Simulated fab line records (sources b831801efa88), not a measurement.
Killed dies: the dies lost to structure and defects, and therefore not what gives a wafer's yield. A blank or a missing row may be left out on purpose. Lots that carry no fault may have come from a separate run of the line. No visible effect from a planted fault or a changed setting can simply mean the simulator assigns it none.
Code-filled problem report in 8D (eight disciplines) form	flow gf180mcu	the parts of the form that need people (team, actions taken, sign-off) are left out

1. PROBLEM STATEMENT
NSD_RS at GF_PSD_RS_MEAS_14 reads a mean of 48.34 ohm/sq on 6 wafers of 2 lots; wafers without a fault read 46.09 ohm/sq with a standard deviation of 0.095. Measured from the usual mean, that is +24 standard deviations.
The step: measures by four-point-probe.
The first sign was on wafer L987.2 at day 16 01:47, on filmMetro-04. At this step, 36 wafers from 12 lots have a number in the record. Rule for "out", or "out of limits": more than 4 standard deviations from the usual mean. All remaining wafers that have a number are taken as sound.

2. WHAT IT IS, AND WHAT IT ISN'T
question	is	is not
which readings at this step	NSD_RS	-
which lots	L987, L988	L100, L101, L103, L104, L105, L984, L989, L997, L998, L999
which wafers of those lots	all that have a number	-
read on which gauges	filmMetro-02, filmMetro-04	filmMetro-01
when	from day 16 01:47	up to then (3 sound wafers); but 27 sound wafers of L100, L101, L103, L104, L105, L989, L997, L998, L999 came after

3. SUSPECTS, AND WHAT RULES EACH OUT
Counting: any tool at a process step up to the reading is kept as a suspect provided that every lot that is out went through it and no sound lot did after the first of them.
- ruled out: the gauge at GF_PSD_RS_MEAS_14. 2 gauges (filmMetro-02, filmMetro-04) read the wafers that are out.
- implanter-01 at GF_NSD_IMPLANT_09: ruled out as a lasting fault. Following L987 (day 15 03:20), the first lot on it that is out, the sound lots L998, L101, L103, L104 were run on it.
Left after counting: nothing in the record.

4. THE CAUSE (what the simulator had put in)
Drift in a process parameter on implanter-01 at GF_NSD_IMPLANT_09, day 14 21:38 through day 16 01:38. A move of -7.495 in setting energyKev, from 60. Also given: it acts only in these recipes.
Counting ruled it out, wrongly: the rule takes a fault to strike every lot that its tool runs from its start on, and this one did not.

5. THE EFFECT CHAIN, in route order
Rows list readings where the struck wafers' mean (over those with a number) sits beyond 3 standard deviations from the usual. Readings are gone through only where the record gives a usual standard deviation; hours: the median, over the lots, of the time from a lot's start at the first step in this table giving one to that lot's start at this step; sigmas: the change measured in usual standard deviations.
hours	step	reading	usual	on struck wafers	change	sigmas
0	GF_NSD_IMPLANT_09	beamEnergyKeV	60.003	52.517	-7.486	-99 or more
0	GF_NSD_STRIP_11	stripTimeToEndpointS	22.97 s	21.97	-1.00	-28
22	GF_PSD_RS_MEAS_14	NSD_RS	46.09 ohm/sq	48.34	+2.25	+24
Process steps it contains:
- GF_NSD_IMPLANT_09
- GF_NSD_STRIP_11: strips in O2/N2.
Later steps that measure or inspect, where all struck wafers having a row at the step show a number for every such reading and not one has moved that far: GF_CONTACT_CD_MEAS_14.

6. WHAT WOULD HAVE CAUGHT IT SOONER
The first out-of-limits reading at a measuring or inspecting step in this record came at day 16 01:47, 28 hours after the fault's start at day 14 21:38.
Tool's own readings at GF_NSD_IMPLANT_09, beamEnergyKeV: out on all struck wafers the step has rows for; an alarm limit on them would have tripped on the first.
